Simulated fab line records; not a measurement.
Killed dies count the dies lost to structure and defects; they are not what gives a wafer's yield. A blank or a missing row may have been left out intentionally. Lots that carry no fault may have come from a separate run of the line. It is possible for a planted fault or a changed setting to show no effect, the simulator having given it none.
Code-filled problem report in 8D (eight disciplines) form ; flow sky130 ; the parts of the form that need people (team, actions taken, sign-off) are left out

## 1. PROBLEM STATEMENT
Wafers without a fault read 3.49 s, standard deviation 0.034; strip-time-to-endpoint-s at SKY_LI_CONTACT_STRIP_16 reads a mean of 3.82 s on 3 wafers belonging to 2 lots. That puts it +9.6 standard deviations away from the usual mean.
The step: strips in O2/N2.
Earliest sighting: wafer L154.2 on plasma-asher-02 at day 31 01:12. At this step, 36 wafers from 12 lots have a number in the record. By rule, "out" or "out of limits" means more than 4 standard deviations away from the usual mean. All remaining wafers that have a number are taken as sound.

## 2. WHAT IT IS, WHAT IT ISN'T
question;is;is not
which readings at this step;strip-time-to-endpoint-s;drypump-motor-current-A
which lots;L154, L157;L150, L151, L152, L155, L164, L166, L167, L168, L170, L172
which wafers of those lots;L154.2, L154.6, L157.1;L154.4, L157.3, L157.5
read on which tools;plasma-asher-02;plasma-asher-01, plasma-asher-03
when;from day 31 01:12;"up to then (10 sound wafers); but 23 sound wafers of L155, L157, L164, L166, L167, L168, L170, L172 came after"

## 3. THE SUSPECTS, EACH WITH WHAT RULES IT OUT
Counting: if a tool at a process step up to the reading ran every lot that is out, it stays a suspect. Sound lots after the first of them don't rule it out here, since some wafers of a struck lot are sound.
- rie-diel-02 at SKY_LI_CONTACT_ETCH_15 (etches PSG in C4F8/O2/Ar, stops on Si, target depth 600 nm): kept. Ran every lot that is out, first one L154 (day 31 01:07); last sound lot up to then L152 (day 30 11:49).
- plasma-asher-02 at SKY_LI_CONTACT_STRIP_16 (strips in O2/N2): kept. Ran every lot that is out, first one L154 (day 31 01:12); last sound lot up to then L151 (day 29 19:17). On those wafers its own readings are out: strip-time-to-endpoint-s.
- rie-diel-02, SKY_LI_CONTACT_ETCH_15: wafers that are out in chamber 0, sound lot-mates in chambers 1, 3.
Remaining after the count are rie-diel-02 at SKY_LI_CONTACT_ETCH_15 and plasma-asher-02 at SKY_LI_CONTACT_STRIP_16.

## 4. THE CAUSE (what the simulator had put in)
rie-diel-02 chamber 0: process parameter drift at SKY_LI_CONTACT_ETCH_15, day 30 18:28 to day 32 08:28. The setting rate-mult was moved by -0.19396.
Counting leaves 2 suspects; this tool is one of them.

## 5. THE CHAIN OF EFFECTS, in route order
One row per reading whose mean, taken over the struck wafers that have a number, lies over 3 standard deviations from the usual. Readings are gone through only where the record gives a usual standard deviation; hours: the median, over the lots, of the time from a lot's start at the first step in this table giving one to that lot's start at this step; sigmas: the change measured in usual standard deviations.
hours;step;reading;usual;on struck wafers;change;sigmas
0;SKY_LI_CONTACT_STRIP_16;oes-product-au;0.376 a.u.;0.392;+0.016;+3.2
0;SKY_LI_CONTACT_STRIP_16;strip-time-to-endpoint-s;3.49 s;3.82;+0.33;+9.6
Here are the process steps it includes:
- SKY_LI_CONTACT_STRIP_16: strips in O2/N2.
Later steps that measure or inspect, where all struck wafers having a row at the step show a number for every such reading and not one has moved that far: SKY_LOCAL_INTERCONNECT_RS_MEAS_01.

## 6. WHAT WOULD HAVE CAUGHT IT SOONER
First out-of-limits reading in this record: day 31 01:12, which is 7 hours after fault onset at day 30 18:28.
Tool readings at SKY_LI_CONTACT_ETCH_15 with a usual standard deviation given in the record: none out on any struck wafer, hence no alarm at a limit of 4 standard deviations on them.
Lots out: 2; of these, L157 started SKY_LI_CONTACT_ETCH_15 on rie-diel-02 after day 31 01:12. It would have been spared by a hold on the tool at that moment.
